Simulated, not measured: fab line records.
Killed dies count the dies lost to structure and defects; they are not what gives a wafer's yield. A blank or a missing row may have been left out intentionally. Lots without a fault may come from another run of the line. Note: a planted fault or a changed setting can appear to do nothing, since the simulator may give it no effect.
What tool caused it?    flow sky130    36 wafers from 12 lots sampled at 3 of the route's 708 steps

WHAT THE GAUGES SHOWED, per wafer
SKY_FIELD_ISO_THK_MEAS_23.
lot   measured     on            FIELD_ISO_OXIDATION_01_THK (nm)
L831  day 2 10:37  filmMetro-02  9.91 9.87 9.85
L832  day 2 18:56  filmMetro-04  10.08 10.28 10.12
L833  day 2 20:50  filmMetro-02  9.70 9.71 9.61
L834  day 2 23:43  filmMetro-01  9.84 9.83 9.73
L836  day 3 07:56  filmMetro-01  9.76 9.80 10.10
L837  day 3 12:51  filmMetro-02  10.05 10.12 9.93
L838  day 3 17:31  filmMetro-04  9.98 10.00 10.22
L842  day 4 17:09  filmMetro-01  10.49 10.28 10.37
L845  day 5 07:17  filmMetro-01  10.16 10.03 10.11
L846  day 5 13:46  filmMetro-04  9.77 9.83 9.68
L847  day 5 16:42  filmMetro-02  10.00 9.92 9.99
L854  day 7 09:53  filmMetro-02  9.71 9.69 9.78

SKY_PWDE_TW_MEAS_10.
lot   measured     on            PWDE_TW
L831  day 3 22:31  filmMetro-04  375 375 376
L832  day 4 07:41  filmMetro-04  377 377 379
L833  day 4 09:13  filmMetro-01  380 381 381
L834  day 4 13:35  filmMetro-03  374 374 374
L836  day 4 23:09  filmMetro-03  372 375 375
L837  day 5 03:08  filmMetro-03  373 371 373
L838  day 5 08:22  filmMetro-04  376 376 377
L842  day 6 09:11  filmMetro-03  370 371 368
L845  day 7 01:05  filmMetro-01  380 378 380
L846  day 7 07:41  filmMetro-01  378 377 380
L847  day 7 13:04  filmMetro-04  377 377 374
L854  day 9 08:09  filmMetro-03  375 375 375

WHICH TOOL RAN EACH LOT (tool, then ch and the chambers of the sampled wafers, then the start)
lot   SKY_FIELD_ISO_CMP_27
L831  cmp-01 ch 0,1, day 2 12:22
L832  cmp-01 ch 0,1,3, day 2 20:43
L833  cmp-01 ch 0,1, day 2 22:32
L834  cmp-01 ch 0,2,3, day 3 01:32
L836  cmp-02 ch 0,1,2, day 3 10:57
L837  cmp-02 ch 1,2,3, day 3 15:47
L838  cmp-01 ch 1,2,3, day 3 20:02
L842  cmp-01 ch 2,3, day 4 18:49
L845  cmp-02 ch 2,3, day 5 09:01
L846  cmp-01 ch 0,1,3, day 5 15:26
L847  cmp-01 ch 0,1,2, day 5 18:23
L854  cmp-02 ch 1,2,3, day 7 11:35
- SKY_FIELD_ISO_CMP_27: polishes, stops on Si3N4, t overpolish 16 s, target thk 457.8 nm.

WHAT THE TOOLS THEMSELVES READ (means of the sampled wafers that have a number; where no wafer has one, the mark that the record gives instead)
SKY_FIELD_ISO_CMP_27.
lot   tool    headPressurePsi (psi)  motorCurrentA (A)  overpolishRunS (s)  retainingRingPressureFrac  timeToEndpointS (s)
L831  cmp-01  4.003                  13.1               15.996              1.001                      111
L832  cmp-01  3.997                  12.8               15.995              1.000                      109
L833  cmp-01  3.993                  13.1               15.999              1.004                      110
L834  cmp-01  3.996                  13.4               16.005              0.999                      108
L836  cmp-02  4.004                  11.0               16.005              0.999                      115
L837  cmp-02  4.002                  10.4               15.999              0.995                      115
L838  cmp-01  3.999                  12.8               15.997              1.000                      107
L842  cmp-01  4.000                  13.0               15.998              1.002                      112
L845  cmp-02  4.002                  12.2               16.001              0.998                      110
L846  cmp-01  4.012                  12.9               18.204              0.997                      111
L847  cmp-01  3.999                  13.1               18.207              0.998                      111
L854  cmp-02  3.998                  11.0               15.995              1.002                      114

THE ANSWER, worked out from the rows above alone
Rule: the usual values come from the lots themselves. The widest of any qualifying gaps counts: lots, ordered by their means at a reading, are off when they make up no more than a third of the lots, leave a main group of 4 or more, and stand apart from it by 3 or more times the standard deviation of that group's means. A main group is skipped when, at the precision printed for the reading in the tables above, its means are all equal. Also off: a lot with no number at a reading for which 4 or more lots have one. All remaining lots with rows at the step are treated as sound. The gauges are gone through in route order, then the tools' own readings, and for those a lot's mean is taken as printed above. At the first step where some lot is off, the reading lying furthest off is the one used; lots without a number count as furthest.
Off, at SKY_FIELD_ISO_CMP_27 on overpolishRunS: L846, L847. Main group: mean 15.999 s, sd 0.0035.
A tool fits if, at that step or a process step before it, it ran every lot that is off, and no sound lot after the first of them. One fits: SKY_FIELD_ISO_CMP_27 on cmp-01. Its last sound lot is L842 (day 4 18:49), its first lot that is off L846 (day 5 15:26): a fault that began between those two fits.
On the lots that are off, the tool's own readings at SKY_FIELD_ISO_CMP_27 differ by more than 5 times the standard deviation of the sound lots' means, which bears it out; overpolishRunS reads 18.206 s there versus 15.999 s on the sound lots.

WHAT THE SIMULATOR HAD INSERTED
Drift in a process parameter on cmp-01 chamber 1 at SKY_FIELD_ISO_CMP_27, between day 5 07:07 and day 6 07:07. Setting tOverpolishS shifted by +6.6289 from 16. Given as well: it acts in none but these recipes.
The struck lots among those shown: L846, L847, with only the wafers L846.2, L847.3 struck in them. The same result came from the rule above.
